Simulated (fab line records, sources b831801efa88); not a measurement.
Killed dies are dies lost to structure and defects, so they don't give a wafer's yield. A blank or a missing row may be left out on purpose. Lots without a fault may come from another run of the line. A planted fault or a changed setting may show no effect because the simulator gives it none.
Which tool did it? | flow sky130 | 6 lots, 18 wafers sampled, at 1 step of a route of 708

WHAT THE GAUGES READ, wafer by wafer
SKY_VT_ADJUST_NCORE_OVL_MEAS_08.
lot  | measured     | on         | VT_ADJUST_NCORE_OVL (nm)
L765 | day 8 22:37  | overlay-01 | 2.0 1.8 1.8
L768 | day 9 18:43  | overlay-02 | -1.7 -1.9 -1.0
L770 | day 10 06:52 | overlay-02 | -0.5 -0.4 1.2
L773 | day 11 03:46 | overlay-01 | -0.6 2.0 -0.5
L779 | day 13 01:37 | overlay-02 | 2.0 -0.3 -0.3
L781 | day 13 15:56 | overlay-02 | -1.6 -3.2 -1.7

WHICH TOOL RAN EACH LOT (tool, then ch and the chambers of the sampled wafers, then the start)
The record holds no process step before these readings.

THE ANSWER, worked out from the rows above alone
Rule: what is usual is taken from the lots themselves. Put in order of their means at a reading, lots are off if they are a third of the lots or fewer, leave a main group of 4 or more, and stand apart from it by a gap of 3 or more times the standard deviation of the main group's means; of several such gaps the widest counts. A main group whose means are all the same, to the digits that the tables above print for the reading, isn't used. A lot without any number at a reading at which 4 lots or more have one is off too. The other lots that the step has rows for count as sound.
No lot is off at any reading shown: from this, nothing can be told.

WHAT THE SIMULATOR HAD PUT IN
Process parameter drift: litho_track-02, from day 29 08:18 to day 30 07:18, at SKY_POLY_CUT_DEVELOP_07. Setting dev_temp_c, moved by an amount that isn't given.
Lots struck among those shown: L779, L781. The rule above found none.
